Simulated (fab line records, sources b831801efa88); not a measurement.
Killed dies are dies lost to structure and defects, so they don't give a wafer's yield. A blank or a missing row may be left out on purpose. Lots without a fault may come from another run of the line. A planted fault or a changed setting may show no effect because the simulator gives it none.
A struck lot beside a sound one | flow sky130 | 18 steps out of a route of 708
Sound: wafers L114.2, L114.3, L114.4. Struck: wafers L116.2, L116.3. (L116.4 of the same lot was not struck and is left out.) The cause comes at the end.
At each step with rows: each side's tool, then ch and its chambers, then its first start. Under that, the readings that differ: sound wafers | struck wafers | difference of the means | sigmas: that difference in standard deviations of wafers without a fault.
alike: readings whose means differ by less than 2 such deviations, and words and numbers that are the same on both sides. not compared: withheld readings, readings that some wafer has no value for, bounds like >300 that may hide the same value, and numbers for which the record gives no deviation and whose values overlap.
The two part at a step that has a row with sigmas, a row that says differs or no value, or rows on one side only. Numbers that don't overlap but have no deviation are shown without sigmas and don't part them. A reading that every wafer of one side lacks parts them only if that side has two wafers or more.

first, 5 steps without rows for these wafers: SKY_VIA4_COAT_06 (resist thk 1140 nm); SKY_VIA4_SOFTBAKE_07 (time 60 s); SKY_VIA4_EXPOSE_08 (exposes mask VIM4, target cd 800 nm); SKY_VIA4_PEB_09; SKY_VIA4_DEVELOP_10 (develop time 60 s).
SKY_VIA4_OVL_MEAS_11:
  sound on overlay-02, day 43 20:56; struck on overlay-01, day 44 09:30
  alike: VIA4_OVL
SKY_VIA4_ETCH_12: etches SiO2 in C4F8/O2/Ar, stops on TiN, target depth 580 nm.
  sound on rie_diel-02 ch 0,1,2, day 43 20:58; struck on rie_diel-04 ch 2,3, day 44 09:32
  alike: oes_product_au, rf_fwd_power_W
SKY_VIA4_STRIP_13: strips in O2/N2.
  sound on plasma_asher-04 ch 0,1, day 43 21:02; struck on plasma_asher-02 ch 0,1, day 44 09:36
  alike: drypump_motor_current_A, oes_product_au, strip_time_to_endpoint_s
  not compared: rf_hours_counter_h
then, 3 steps without rows for these wafers: SKY_VIA4_STRIP_14 (strips in post etch residue remover, time 1200 s); SKY_VIA4_CLEAN_15 (cleans in IPA, time 180 s); SKY_VIA4_CLEAN_16 (cleans in O3/DIW).
SKY_VIA4_SPUTTER_17: material TiN, target thk 20 nm, time 80 s.
  sound on pvd_sputter-02, day 43 21:40; struck on pvd_sputter-04, day 44 10:32
  alike: throttle_valve_pct
SKY_VIA4_CVD_18: deposits W, target thk 505 nm, time 152.14 s.
  sound on cvd_w-02 ch 0,1, day 43 21:44; struck on cvd_w-01 ch 0, day 44 10:35
  reading                            | sound                | struck        | difference | sigmas
  susceptor_temp_C (C)               | 399.62 399.95 400.24 | 385.22 385.11 | -14.77     | -67
  model.W_of_VIA4_CVD_18.thk_nm (nm) | 505.6 496.5 494.9    | 387.5 385.7   | -112.4     |
  alike: heater_power_w
  not compared: since_wet_clean_h
SKY_VIA4_RS_MEAS_19: measures by four-point-probe.
  sound on film_metro-01, day 43 21:55; struck on film_metro-03, day 44 11:03
  reading            | sound                | struck        | difference | sigmas
  VIA4_W_RS (ohm/sq) | 0.2261 0.2299 0.2312 | 0.2961 0.2977 | +0.0678    | +25
  not compared: hold
SKY_VIA4_THK_MEAS_20: measures by xrf.
  sound on film_metro-01, day 43 22:01; struck on film_metro-03, day 44 17:11
  reading         | sound       | struck  | difference | sigmas
  VIA4_W_THK (nm) | 502 493 493 | 390 391 | -106       | -14
  not compared: hold
SKY_VIA4_CMP_21: polishes, stops on SiO2, t overpolish 25 s, target thk 0 nm.
  sound on cmp-01 ch 0,2,3, day 43 22:04; struck on cmp-02 ch 1,3, day 44 20:22
  reading                | sound       | struck                                            | difference                   | sigmas
  hold                   | - - -       | await_dispo/2.6h/release await_dispo/2.6h/release | no value on the sound wafers |
  time_to_endpoint_s (s) | 121 121 118 | 93 92                                             | -28                          | -6
  alike: motor_current_A
SKY_METAL5_SPUTTER_00: material Ti, target thk 15 nm, time 10 s.
  sound on pvd_sputter-02, day 43 22:22; struck on pvd_sputter-02, day 44 20:40
  alike: throttle_valve_pct
-- the record jumps here: 2 days lie between the struck wafers' starts before and after (it left off in module METAL5 and takes up again in module PAD_OPEN, whose first step shown is number 708 of the route) --
SKY_PAD_OPEN_PROBE_99:
  the record has rows for the struck wafers here (prober-01, day 47 05:58) and none for the sound ones

WHERE THEY PART
First at SKY_VIA4_CVD_18; last, within this record, at SKY_PAD_OPEN_PROBE_99.

WHY: what the simulator had put in
Process parameter drift: cvd_w-01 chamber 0, from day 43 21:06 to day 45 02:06, at SKY_VIA4_CVD_18. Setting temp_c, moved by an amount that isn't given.
